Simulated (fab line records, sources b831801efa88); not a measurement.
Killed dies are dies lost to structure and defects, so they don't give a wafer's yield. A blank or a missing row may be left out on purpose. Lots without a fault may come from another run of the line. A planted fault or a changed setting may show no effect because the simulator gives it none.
Chamber matching | flow sky130 | SKY_VIA2_CMP_02 on cmp-01: 4 sister chambers
The step polishes SiO2. 4 wafers are shown with their chamber, then 12 later ones without.

WAFERS WITH THEIR CHAMBER
wafer  | chamber | motor_current_A (A)
L088.4 | 3       | 13.0
L092.6 | 2       | 15.5
L093.4 | 0       | 12.2
L093.5 | 1       | 11.5

WAFERS WITHOUT THEIR CHAMBER
wafer  | motor_current_A (A)
L094.1 | 12.1
L094.2 | 11.4
L094.3 | 14.1
L095.2 | 14.0
L095.3 | 11.4
L095.4 | 13.5
L096.1 | 15.0
L096.5 | 11.4
L096.6 | 11.8
L097.1 | 11.6
L097.4 | 10.9
L097.6 | 13.4

WHICH CHAMBER EACH WENT THROUGH
wafer  | from the rows above          | in truth
L094.1 | can't be placed: 0 or 1 or 3 | 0
L094.2 | can't be placed: 1 or 0      | 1
L094.3 | can't be placed: 3 or 2 or 0 | 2
L095.2 | can't be placed: 3 or 2 or 0 | 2
L095.3 | can't be placed: 1 or 0      | 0
L095.4 | can't be placed: 3 or 0      | 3
L096.1 | 2                            | 2
L096.5 | can't be placed: 1 or 0      | 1
L096.6 | can't be placed: 1 or 0 or 3 | 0
L097.1 | can't be placed: 1 or 0      | 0
L097.4 | can't be placed: 1 or 0      | 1
L097.6 | can't be placed: 3 or 0      | 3
Placed correctly: 1 of 12. Can't be placed from these rows: 11 (the true chamber is among the candidates in 11). Placed wrongly: 0.
How it was worked out, from the rows above alone: a wafer's distance from a chamber is the root of the sum, over the readings, of the square of ((its reading less the chamber's mean) divided by the reading's scatter). The wafer belongs to the nearest chamber; if the next one is less than 2 further off, it can't be placed. A chamber's mean is the mean of its shown wafers. The scatter: with one shown wafer a chamber, the root of the mean of the squares of how far each hidden wafer lies from its nearest shown one.
